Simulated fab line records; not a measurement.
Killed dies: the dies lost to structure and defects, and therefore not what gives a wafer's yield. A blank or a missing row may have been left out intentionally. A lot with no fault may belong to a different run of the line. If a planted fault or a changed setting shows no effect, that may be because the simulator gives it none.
Struck lot and sound lot, side by side / flow sky130 / 33 out of 708 route steps
Sound: wafers L519.1, L519.4, L519.6. Wafers struck: L529.3, L529.5, L529.6. At the end, the cause is stated.
Each step with rows lists, per side, the tool, then ch with its chambers, then its first start. Under that, the readings that differ: sound wafers / struck wafers / difference of the means / sigmas: that difference in standard deviations of wafers without a fault.
alike: readings with means less than 2 such deviations apart, plus words and numbers identical on both sides. not compared: withheld readings, readings lacking a value on some wafer, bounds such as >300 that could conceal the same value, and numbers that have no deviation in the record and whose values overlap.
The two part at a step that has a row with sigmas, a row that says differs or no value, or rows on one side only. Numbers that have no deviation but don't overlap get no sigmas and don't part them. A reading that every wafer of one side lacks parts them only if that side has two wafers or more.

first, 7 steps without rows for these wafers: SKY_SONOS_TUNNEL_DEVELOP_06 (develop time 60.95 s); SKY_SONOS_TUNNEL_IMPLANT_09; SKY_SONOS_TUNNEL_WET_ETCH_10 (etches SiO2 in dHF, target depth 14 nm, time 280 s); SKY_SONOS_TUNNEL_STRIP_11 (strips in SPM, time 600 s); SKY_SONOS_TUNNEL_CLEAN_13 (cleans in dHF, time 20 s); SKY_SONOS_ONO_OXIDATION_00 (stabilise 600 s, purge 300 s, target thk 2.6 nm); SKY_SONOS_ONO_CVD_02 (deposits Si3N4 from DCS/NH3, target thk 10.5 nm, time 180 s).
SKY_SONOS_ONO_CVD_04: deposits SiO2 from SiH4/N2O, target thk 5.7199 nm.
  sound on lpcvd-03 ch 1, day 11 22:37; struck on lpcvd-03 ch 1, day 15 02:08
reading=pressure mtorr (mTorr); sound=401.2 401.0 398.7; struck=479.0 480.3 481.6; difference=+80.0; sigmas=+94
reading=model.SiO2_of_SONOS_ONO_CVD_04.thk nm (nm); sound=5.618 5.751 5.71; struck=6.285 6.299 6.248; difference=+0.584; sigmas=
  alike: zone power bottom pct
SKY_SONOS_ONO_THK_MEAS_05:
  sound on film metro-01, day 11 23:52; struck on film metro-02, day 15 04:20
reading=SONOS_ONO_CVD_04_THK (nm); sound=5.62 5.79 5.72; struck=6.29 6.29 6.27; difference=+0.57; sigmas=+6
  not compared: hold
then, 22 steps without rows for these wafers: SKY_SONOS_ONO_HMDS_07 (prime time 60 s); SKY_SONOS_ONO_COAT_08 (resist thk 1140 nm); SKY_SONOS_ONO_SOFTBAKE_09 (time 60 s); SKY_SONOS_ONO_EXPOSE_10 (exposes mask ONOM, target cd 410 nm); SKY_SONOS_ONO_PEB_11; SKY_SONOS_ONO_DEVELOP_12 (develop time 60 s); SKY_SONOS_ONO_ETCH_15 (etches the open film in CHF3/O2, target depth 19.52 nm, time 7.8 s); SKY_SONOS_ONO_WET_ETCH_16 (etches SiO2 in dHF, target depth 14 nm, time 280 s); SKY_SONOS_ONO_STRIP_17 (strips in O2/N2); SKY_SONOS_ONO_WET_ETCH_18 (etches Si3N4 in H3PO4, target depth 15 nm, time 172 s); SKY_GATE_OXIDE_CLEAN_00 (cleans in SC1/SC2, time 150 s); SKY_GATE_OXIDE_OXIDATION_01 (stabilise 600 s, purge 300 s, target thk 10.268 nm); SKY_GATE_OXIDE_DEHYDRATE_03 (time 60 s); SKY_GATE_OXIDE_HMDS_04 (prime time 60 s); SKY_GATE_OXIDE_COAT_05 (resist thk 1140 nm); SKY_GATE_OXIDE_SOFTBAKE_06 (time 60 s); SKY_GATE_OXIDE_EXPOSE_07 (exposes mask LVOM, target cd 600 nm); SKY_GATE_OXIDE_PEB_08; SKY_GATE_OXIDE_DEVELOP_09 (develop time 60 s); SKY_GATE_OXIDE_IMPLANT_11; SKY_GATE_OXIDE_WET_ETCH_12 (etches SiO2 in dHF, target depth 16.8 nm, time 336 s); SKY_GATE_OXIDE_STRIP_13 (strips in O2/N2).
-- the record jumps here: 3 days lie between the struck wafers' starts before and after --
SKY_GATE_OXIDE_CLEAN_15: cleans in SC1/SC2, time 150 s.
  sound on wet bench-03 ch 0, day 14 03:35; struck on wet bench-01 ch 2, day 17 17:21
reading=model.SiO2_of_SONOS_ONO_CVD_04.thk nm (nm); sound=4.099 4.227 4.186; struck=4.78 4.792 4.738; difference=+0.60; sigmas=
-- a jump in the record: the struck wafers' starts before and after are 31 days apart (it breaks off in module GATE_OXIDE and resumes in module PAD_OPEN, where the first step shown is number 708 of the route) --
SKY_PAD_OPEN_PROBE_99:
  sound on prober-01, day 46 03:34; struck on prober-02, day 48 13:58
reading=model.etest.sonos erased.drive ua um; sound=217.9 193.2 173.7; struck=117.4 153.7 141.7; difference=-57.3; sigmas=
reading=model.etest.cap ono.gate log10 a cm2; sound=-7.874 -8.065 -7.941; struck=-8.713 -8.753 -8.55; difference=-0.712; sigmas=
reading=model.etest.cap ono.gate bv v (V); sound=16.25 16.77 16.83; struck=16.89 17.33 16.92; difference=+0.43; sigmas=
reading=model.etest.cap ono.tox acc nm (nm); sound=12.76 13.05 12.9; struck=13.52 13.55 13.48; difference=+0.61; sigmas=
reading=model.etest.sonos programmed.vt v (V); sound=1.577 1.433 1.455; struck=1.12 1.131 1.164; difference=-0.35; sigmas=
reading=model.etest.sonos erased.vt v (V); sound=-2.35 -2.243 -2.261; struck=-1.945 -1.975 -2.003; difference=+0.310; sigmas=
reading=model.etest.sonos baked.vt v (V); sound=0.9836 0.9414 0.9695; struck=0.7342 0.7275 0.7268; difference=-0.2353; sigmas=
  alike: killed_at_M0_to_M3, killed_at_M4_up, killed at contacts, killed at front end, killed at other, killed dies, killed open, killed short
  not compared: model.etest.sonos uncharged.r on ohm um

WHERE THEY PART
Earliest at SKY_SONOS_ONO_CVD_04; latest, in this record, at SKY_SONOS_ONO_THK_MEAS_05. Later steps at which nothing parts them and some readings are alike: SKY_PAD_OPEN_PROBE_99.

WHY: what had been put in by the simulator
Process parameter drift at SKY_SONOS_ONO_CVD_04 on lpcvd-03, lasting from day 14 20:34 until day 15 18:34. Setting pressure mtorr, moved by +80, from 400.
